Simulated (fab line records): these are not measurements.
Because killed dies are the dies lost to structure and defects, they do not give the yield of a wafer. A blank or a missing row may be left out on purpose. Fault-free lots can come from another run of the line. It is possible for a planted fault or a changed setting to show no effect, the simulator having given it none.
Problem report in the 8D (eight disciplines) form, filled by code	flow sky130	the parts of the form that need people (team, actions taken, sign-off) are left out

== 1. THE PROBLEM ==
doseIonsCm2 at SKY_SD_P_IMPLANT_09 reads a mean of 3e+15 on 6 wafers of 2 lots; wafers without a fault read 3e+15 with a standard deviation of 3.6e+12. Relative to the usual mean, that is a shift of +41 standard deviations.
The first sign was on wafer L996.2 at day 28 21:44, on implanter-02. The record has a number at this step for 33 wafers belonging to 11 lots. Rule for "out", or "out of limits": more than 4 standard deviations from the usual mean. All remaining wafers that have a number are taken as sound.

== 2. WHAT IT IS, WHAT IT ISN'T ==
question	is	is not
which readings at this step	doseIonsCm2	-
which lots	L100, L996	L107, L108, L109, L988, L989, L993, L995, L997, L999
which wafers of those lots	all that have a number	-
read on which tools	implanter-02	implanter-01, implanter-04
when	from day 28 21:44	up to then (9 sound wafers); but 18 sound wafers of L107, L108, L109, L995, L997, L999 came after

== 3. WHAT RULES OUT EACH SUSPECT ==
Counting: any tool at a process step up to the reading is kept as a suspect provided that every lot that is out went through it and no sound lot did after the first of them.
- implanter-02 at SKY_SD_P_IMPLANT_09: ruled out as a lasting fault. The sound lots L108 went through it after L996, its earliest lot that is out (day 28 21:44).
Left after counting: nothing in the record.

== 4. THE CAUSE (what the simulator had put in) ==
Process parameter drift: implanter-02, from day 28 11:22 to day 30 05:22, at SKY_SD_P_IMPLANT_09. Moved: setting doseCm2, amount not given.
Counting ruled it out, wrongly.

== 5. THE EFFECT CHAIN, in route order ==
Each row: a reading whose mean over the struck wafers that have a number lies more than 3 standard deviations from the usual. Only readings for which the record gives a usual standard deviation are gone through. hours: the time from each lot's start at the first step in this table that gives one to its start at this step, as a median over the lots. sigmas: the change in usual standard deviations.
hours	step	reading	usual	on struck wafers	change	sigmas
0	SKY_SD_P_IMPLANT_09	doseIonsCm2	3e+15	3e+15	+1e+14	+41
Process steps it contains:
- SKY_SD_P_IMPLANT_09

== 6. WHAT WOULD HAVE CAUGHT IT SOONER ==
In this record the first reading out of limits was taken at day 28 21:44, 10 hours after the fault began at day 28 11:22.
